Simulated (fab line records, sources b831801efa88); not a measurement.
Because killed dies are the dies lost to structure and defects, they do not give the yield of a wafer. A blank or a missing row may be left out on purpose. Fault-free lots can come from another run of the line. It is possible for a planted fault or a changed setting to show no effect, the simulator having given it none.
A lot that was struck, set against a sound lot || flow sky130 || 17 out of 708 route steps
Sound: these wafers, L374.2, L374.3, L374.4. Struck: wafers L385.2, L385.3, L385.5. The cause is given at the end.
Each step with rows lists, per side, the tool, then ch with its chambers, then its first start. Under that, the readings that differ: sound wafers || struck wafers || difference of the means || sigmas: that difference in standard deviations of wafers without a fault.
alike: readings whose means differ by less than 2 such deviations, and words and numbers that are the same on both sides. not compared: withheld readings, readings that some wafer has no value for, bounds like >300 that may hide the same value, and numbers for which the record gives no deviation and whose values overlap.
Wherever a step has rows on one side only, a row that says differs or no value, or a row with sigmas, the two part there. Numbers that don't overlap but have no deviation are shown without sigmas and don't part them. A reading missing from all wafers of one side parts the sides only when that side holds two or more wafers.

first, 2 steps without rows for these wafers: SKY_NWELL_IMPLANT_12; SKY_NWELL_IMPLANT_13.
SKY_NWELL_STRIP_14: strips in O2/N2.
  sound on plasma_asher-01 ch 0,1, day 5 17:24; struck on plasma_asher-03 ch 1, day 8 00:45
  alike: drypump_motor_current_A, o2_flow_sccm, oes_product_au, strip_time_to_endpoint_s
  not compared: rf_hours_counter_h
SKY_NWELL_TW_MEAS_15:
  sound on film_metro-01 at day 5 17:31; struck on film_metro-04 at day 8 00:52
  alike: NWELL_TW
then, 7 steps without rows for these wafers: SKY_NWELL_DEHYDRATE_16 (time 60 s); SKY_NWELL_HMDS_17 (prime time 60 s); SKY_NWELL_COAT_18 (resist thk 3000 nm); SKY_NWELL_SOFTBAKE_19; SKY_NWELL_EXPOSE_20 (exposes mask NWM COMPLEMENT, target cd 840 nm); SKY_NWELL_PEB_21; SKY_NWELL_DEVELOP_22 (develop time 60 s).
SKY_NWELL_OVL_MEAS_23:
  sound on overlay-01 at day 6 10:47; struck on overlay-02 at day 8 21:35
  alike: NWELL_01_OVL
SKY_NWELL_IMPLANT_24:
  sound on implanter-02 ch 0, day 6 10:51; struck on implanter-03 ch 0, day 8 21:39
{"reading": "dose_ions_cm2", "sound": "9.214e+12 9.198e+12 9.188e+12", "struck": "3.5387e+13 3.5399e+13 3.54e+13", "difference": "+2.6195e+13", "sigmas": "+99 or more"}
{"reading": "faraday_current_uA", "sound": "52.9 54.4 51.9", "struck": "201.5 200.6 196.8", "difference": "+146.6", "sigmas": "+99 or more"}
SKY_NWELL_STRIP_25: strips in O2/N2.
  sound on plasma_asher-01 ch 0,1, day 6 10:58; struck on plasma_asher-02 ch 0,1, day 8 21:46
  alike: drypump_motor_current_A, o2_flow_sccm, oes_product_au, strip_time_to_endpoint_s
  not compared: rf_hours_counter_h
SKY_NWELL_TW_MEAS_26:
  sound on film_metro-01 at day 6 11:05; struck on film_metro-04 at day 8 21:53
{"reading": "NWELL_2_TW", "sound": "493.8 492.9 494.1", "struck": "756.0 761.2 757.9", "difference": "+264.8", "sigmas": "+99 or more"}
then, 1 step without rows for these wafers: SKY_NWELL_CLEAN_27 (cleans in SC1/SC2, time 150 s).
-- the record jumps here: 41 days lie between the struck wafers' starts before and after (it left off in module NWELL and takes up again in module PAD_OPEN, whose first step shown is number 708 of the route) --
SKY_PAD_OPEN_PROBE_99:
  sound on prober-01 at day 46 19:21; struck on prober-02 at day 49 20:31
{"reading": "model.etest.pfet_16v.r_on_ohm_um", "sound": "1.528e+04 1.537e+04 1.536e+04", "struck": "9282 9154 9242", "difference": -6111, "sigmas": ""}
{"reading": "model.etest.nfet_16v.r_on_ohm_um", "sound": "1.403e+04 1.392e+04 1.389e+04", "struck": "1.862e+04 1.838e+04 1.878e+04", "difference": "+4.647e+03", "sigmas": ""}
{"reading": "model.etest.res_iso_pwell.rs_ohm_sq", "sound": "2722 2837 2832", "struck": "1261 1278 1278", "difference": -1525, "sigmas": ""}
{"reading": "model.etest.res_pwell_under_gate.rs_ohm_sq", "sound": "2278 2306 2284", "struck": "951.2 938.2 937.3", "difference": -1347.1, "sigmas": ""}
{"reading": "model.etest.res_iso_pwell.line_ohm_um", "sound": "1017 1064 1070", "struck": "458.3 468.2 467.2", "difference": -585.8, "sigmas": ""}
{"reading": "model.etest.tip_n_5v.rs_ohm_sq", "sound": "1364 1375 1356", "struck": "1658 1645 1660", "difference": "+289", "sigmas": ""}
{"reading": "model.etest.res_nwell.line_ohm_um", "sound": "1133 1162 1153", "struck": "1238 1224 1244", "difference": "+86", "sigmas": ""}
{"reading": "model.etest.res_deep_nwell.rs_ohm_sq", "sound": "2232 2203 2192", "struck": "2347 2346 2379", "difference": "+148", "sigmas": ""}
  alike: killed_at_M0_to_M3, killed_at_M4_up, killed_at_contacts, killed_at_front_end, killed_at_other, killed_dies, killed_open, killed_short

== WHERE THEY PART ==
Earliest at SKY_NWELL_IMPLANT_24; latest, in this record, at SKY_NWELL_TW_MEAS_26. Later steps at which nothing parts them and some readings are alike: SKY_PAD_OPEN_PROBE_99.

WHY: what had been put in by the simulator
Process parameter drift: implanter-03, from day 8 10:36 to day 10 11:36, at SKY_NWELL_IMPLANT_24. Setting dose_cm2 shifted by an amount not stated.
